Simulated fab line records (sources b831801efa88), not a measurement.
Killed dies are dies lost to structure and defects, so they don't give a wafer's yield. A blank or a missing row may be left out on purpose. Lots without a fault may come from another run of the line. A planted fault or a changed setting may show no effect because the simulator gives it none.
Struck lot and sound lot, side by side || flow gf180mcu || 16 out of 602 route steps
Sound: the wafers L841.1, L841.3, L841.5. Wafers L851.1, L851.3, L851.5 were the ones struck. The cause comes at the end.
For every step that has rows: the tool of each side, followed by ch and its chambers, followed by its first start. Under that, the readings that differ: sound wafers || struck wafers || difference of the means || sigmas: that difference in standard deviations of wafers without a fault.
alike: readings whose means differ by less than 2 such deviations, and words and numbers that are the same on both sides. not compared: withheld readings, readings that some wafer has no value for, bounds like >300 that may hide the same value, and numbers for which the record gives no deviation and whose values overlap.
Wherever a step has rows on one side only, a row that says differs or no value, or a row with sigmas, the two part there. When numbers do not overlap yet have no deviation, they are printed without sigmas and do not part them. Lack of a reading on every wafer of one side parts them only where that side has two or more wafers.

GF_STI_BOW_MEAS_00:
  sound on film-metro-04, day 2 11:00; struck on film-metro-04, day 4 13:00
  alike: INCOMING_BOW
then, 1 step without rows for these wafers: GF_STI_OXIDATION_01 (stabilise 600 s, purge 300 s, target thk 10 nm).
GF_STI_THK_MEAS_02:
  sound on film-metro-02, day 2 12:31; struck on film-metro-01, day 4 14:37
{"reading": "STI_OXIDATION_THK (nm)", "sound": "9.88 9.92 9.79", "struck": "10.36 10.30 10.24", "difference": "+0.44", "sigmas": "+2"}
then, 1 step without rows for these wafers: GF_STI_CVD_03 (deposits Si3N4 from DCS/NH3, target thk 207.16 nm, time 3551 s).
GF_STI_THK_MEAS_04:
  sound on film-metro-04, day 2 14:34; struck on film-metro-04, day 4 16:40
  alike: STI_CVD_03_THK
then, 4 steps without rows for these wafers: GF_STI_DEHYDRATE_05 (time 60 s); GF_STI_HMDS_06 (prime time 60 s); GF_STI_COAT_07 (resist thk 700 nm); GF_STI_SOFTBAKE_08 (time 60 s).
GF_STI_EXPOSE_09: exposes mask COMP, target cd 220 nm.
  sound on krf-scanner-02 ch 0, day 2 20:43; struck on krf-scanner-02 ch 0, day 4 23:51
{"reading": "exposure-dose-mJ-cm2", "sound": "28.010 28.033 28.031", "struck": "27.668 27.686 27.683", "difference": -0.346, "sigmas": -13}
  alike: mask
then, 2 steps without rows for these wafers: GF_STI_PEB_10 (peb time 90 s); GF_STI_DEVELOP_11 (develop time 60 s).
GF_STI_CD_MEAS_12 targets a cd of 220 nm.
  sound on cd-sem-02, day 3 02:59; struck on cd-sem-01, day 5 06:08
{"reading": "cd-nm (nm)", "sound": "218.7 220.1 218.5", "struck": "215.8 216.2 212.7", "difference": -4.2, "sigmas": -3}
GF_STI_ETCH_13: etches the open film in CHF3/O2, stops on Si, target depth 282.31 nm, time 112.9 s.
  sound on rie-diel-01 ch 1,2,3, day 3 03:06; struck on rie-diel-02 ch 0,1,3, day 5 06:15
{"reading": "model.STI.cd-nm (nm)", "sound": "219.4 220.4 218.4", "struck": "215.9 216.7 212.9", "difference": -4.2, "sigmas": ""}
  alike: bias-w, drypump-motor-current-A, oes-product-au, throttle-valve-pct
  not compared: rf-hours-counter-h
GF_STI_ETCH_14: etches Si in HBr/Cl2/O2, target depth 360 nm, time 102.9 s.
  sound on rie-si-02 ch 0,1,3, day 3 03:11; struck on rie-si-02 ch 0,2, day 5 06:19
{"reading": "bias-w (W)", "sound": "148.8 149.2 149.6", "struck": "150.1 151.0 150.7", "difference": "+1.4", "sigmas": "+3"}
  alike: drypump-motor-current-A, he-backside-leak-sccm, oes-product-au, throttle-valve-pct
  not compared: rf-hours-counter-h
-- the record jumps here: 28 days lie between the struck wafers' starts before and after (it left off in module STI and takes up again in module PASSIVATION, whose first step shown is number 602 of the route) --
GF_PASSIVATION_PROBE_99:
  rows exist in the record for the struck wafers here (prober-01, day 32 23:56), but not for the sound ones

WHERE THEY PART
Earliest at GF_STI_THK_MEAS_02; latest, in this record, at GF_PASSIVATION_PROBE_99.

WHY: the cause the simulator had injected
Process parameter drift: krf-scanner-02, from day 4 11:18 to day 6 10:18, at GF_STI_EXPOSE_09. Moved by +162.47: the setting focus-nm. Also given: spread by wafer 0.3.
